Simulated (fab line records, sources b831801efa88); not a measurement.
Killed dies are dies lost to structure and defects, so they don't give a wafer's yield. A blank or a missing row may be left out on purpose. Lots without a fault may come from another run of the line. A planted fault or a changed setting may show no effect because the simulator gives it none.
A struck lot beside a sound one | flow gf180mcu | 18 steps out of a route of 602
Sound: wafers L400.1, L400.4, L400.6. Struck: wafers L387.3, L387.4, L387.5. The cause comes at the end.
At each step with rows: each side's tool, then ch and its chambers, then its first start. Under that, the readings that differ: sound wafers | struck wafers | difference of the means | sigmas: that difference in standard deviations of wafers without a fault.
alike: readings whose means differ by less than 2 such deviations, and words and numbers that are the same on both sides. not compared: withheld readings, readings that some wafer has no value for, bounds like >300 that may hide the same value, and numbers for which the record gives no deviation and whose values overlap.
The two part at a step that has a row with sigmas, a row that says differs or no value, or rows on one side only. Numbers that don't overlap but have no deviation are shown without sigmas and don't part them. A reading that every wafer of one side lacks parts them only if that side has two wafers or more.

first, 2 steps without rows for these wafers: GF_CONTACT_PEB_12 (peb time 90 s); GF_CONTACT_DEVELOP_13 (develop time 60 s).
GF_CONTACT_CD_MEAS_14: target cd 220 nm.
  sound on cd_sem-01, day 23 12:10; struck on cd_sem-02, day 19 07:26
  alike: cd_nm
GF_CONTACT_OVL_MEAS_15:
  sound on overlay-02, day 23 12:17; struck on overlay-01, day 19 07:32
  alike: CONTACT_OVL
GF_CONTACT_ETCH_16: etches BARC in N2/H2.
  sound on rie_diel-03 ch 0,2,3, day 23 12:20; struck on rie_diel-01 ch 0,1,2, day 19 07:33
  alike: drypump_motor_current_A, oes_product_au, throttle_valve_pct
then, 1 step without rows for these wafers: GF_CONTACT_ETCH_17 (etches SiO2 in C4F8/O2/Ar, stops on CoSi2, target depth 860 nm).
GF_CONTACT_STRIP_18: strips in O2/N2.
  sound on plasma_asher-01 ch 0,1, day 23 12:29; struck on plasma_asher-02 ch 0,1, day 19 07:45
  alike: drypump_motor_current_A, heater_power_w, o2_flow_sccm, oes_product_au
  not compared: rf_hours_counter_h
then, 3 steps without rows for these wafers: GF_CONTACT_CLEAN_19 (cleans in SPM); GF_CONTACT_CLEAN_20 (cleans in DIW); GF_CONTACT_CLEAN_21 (cleans in dHF, time 20 s).
GF_CONTACT_SPUTTER_22: material Ti, target thk 15 nm, time 80.02 s.
  sound on pvd_sputter-02, day 23 12:47; struck on pvd_sputter-04, day 19 08:01
  alike: chamber_pressure_pa, substrate_temp_c, throttle_valve_pct
GF_CONTACT_SPUTTER_23: material TiN, target thk 10 nm, time 40 s.
  sound on pvd_sputter-02, day 23 12:51; struck on pvd_sputter-04, day 19 08:05
  alike: chamber_pressure_pa, throttle_valve_pct
GF_CONTACT_CVD_24: deposits W, target thk 300 nm, time 90.339 s.
  sound on cvd_w-01 ch 0, day 23 12:53; struck on cvd_w-01 ch 0,1, day 19 08:09
  reading                               | sound                | struck               | difference | sigmas
  susceptor_temp_C (C)                  | 400.01 400.22 399.88 | 393.41 392.80 392.86 | -7.01      | -33
  model.W_of_CONTACT_CVD_24.thk_nm (nm) | 298.4 298.4 296.2    | 259.1 254.7 256.1    | -41.0      |
  alike: heater_power_w
  not compared: since_wet_clean_h
GF_CONTACT_RS_MEAS_25: measures by four-point-probe.
  sound on film_metro-04, day 23 13:05; struck on film_metro-03, day 19 08:16
  reading               | sound             | struck            | difference | sigmas
  CONTACT_W_RS (ohm/sq) | 0.384 0.384 0.388 | 0.444 0.453 0.450 | +0.064     | +10
GF_CONTACT_THK_MEAS_26: measures by xrf.
  sound on film_metro-04, day 23 13:13; struck on film_metro-03, day 19 08:22
  reading            | sound       | struck      | difference | sigmas
  CONTACT_W_THK (nm) | 302 303 301 | 262 258 259 | -42        | -8
GF_CONTACT_CMP_27: polishes, stops on SiO2, t overpolish 15 s, target thk 0 nm.
  sound on cmp-01 ch 0,2,3, day 23 13:16; struck on cmp-01 ch 0,1,2, day 19 08:30
  reading                | sound    | struck   | difference | sigmas
  time_to_endpoint_s (s) | 80 72 73 | 69 57 63 | -12        | -3
  alike: motor_current_A
GF_M1_SPUTTER_00: material Ti, target thk 37.5 nm, time 150 s.
  sound on pvd_sputter-03, day 23 13:34; struck on pvd_sputter-04, day 19 08:42
  alike: chamber_pressure_pa, substrate_temp_c, throttle_valve_pct
-- the record jumps here: 12 days lie between the struck wafers' starts before and after (it left off in module M1 and takes up again in module PASSIVATION, whose first step shown is number 602 of the route) --
GF_PASSIVATION_PROBE_99:
  the record has rows for the struck wafers here (prober-02, day 31 13:07) and none for the sound ones

WHERE THEY PART
First at GF_CONTACT_CVD_24; last, within this record, at GF_PASSIVATION_PROBE_99.

WHY: what the simulator had put in
Process parameter drift: cvd_w-01, from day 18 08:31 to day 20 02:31, at GF_CONTACT_CVD_24. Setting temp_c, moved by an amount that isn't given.
